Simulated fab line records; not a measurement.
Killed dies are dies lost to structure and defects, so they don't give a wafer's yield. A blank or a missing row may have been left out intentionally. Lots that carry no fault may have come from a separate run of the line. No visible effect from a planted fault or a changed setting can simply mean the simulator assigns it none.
The tool behind it: which one? | flow gf180mcu | 6 lots with 18 wafers sampled at 2 steps, on a route of 602 steps

WHAT THE GAUGES READ, wafer by wafer
GF_HV_LDD_RS_MEAS_53: uses a four-point probe to measure.
lot  | measured     | on           | HV_LDD_RS (ohm/sq)
L491 | day 12 22:32 | filmMetro-02 | 417.0 417.6 417.0
L493 | day 13 07:31 | filmMetro-03 | 418.9 419.8 418.4
L495 | day 14 03:34 | filmMetro-04 | 417.4 417.7 415.9
L497 | day 14 20:10 | filmMetro-02 | 416.7 417.2 417.9
L505 | day 17 10:29 | filmMetro-03 | 408.1 408.0 406.2
L511 | day 19 10:31 | filmMetro-03 | 418.8 418.6 419.9

WHICH TOOL RAN EACH LOT (tool, then ch and the chambers of the sampled wafers, then the start)
lot  | GF_HV_LDD_IMPLANT_33
L491 | implanter-01 ch 0, day 12 01:04
L493 | implanter-02 ch 0, day 12 10:20
L495 | implanter-02 ch 0, day 13 05:30
L497 | implanter-04 ch 0, day 13 21:23
L505 | implanter-04 ch 0, day 16 10:39
L511 | implanter-01 ch 0, day 18 09:07
- GF_HV_LDD_IMPLANT_33

THE ANSWER, worked out from the rows above alone
Rule: the usual values come from the lots themselves. Put in order of their means at a reading, lots are off if they are a third of the lots or fewer, leave a main group of 4 or more, and stand apart from it by a gap of 3 or more times the standard deviation of the main group's means; of several such gaps the widest counts. The tables above print the reading to a certain number of digits; a main group whose means all agree to those digits is not used. Also off: a lot with no number at a reading for which 4 or more lots have one. Where the step has rows for the other lots, those lots are counted as sound.
Off: L505, at GF_HV_LDD_RS_MEAS_53 (HV_LDD_RS). Mean 417.9 ohm/sq and standard deviation 0.94 in the main group.
A tool fits if, at a process step before that reading, it ran every lot that is off, and no sound lot after the first of them. The gauges at GF_HV_LDD_RS_MEAS_53 are tried like those tools. One candidate fits, namely implanter-04 at GF_HV_LDD_IMPLANT_33. A fault onset in the window from L497 (day 13 21:23, its last sound lot) to L505 (day 16 10:39, its first lot off) fits.

WHAT WAS PUT IN BY THE SIMULATOR
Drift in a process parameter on implanter-04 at GF_HV_LDD_IMPLANT_33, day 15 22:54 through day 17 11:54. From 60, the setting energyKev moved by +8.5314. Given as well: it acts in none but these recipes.
Shown lots that were struck: L505. The rule above reached the same finding.
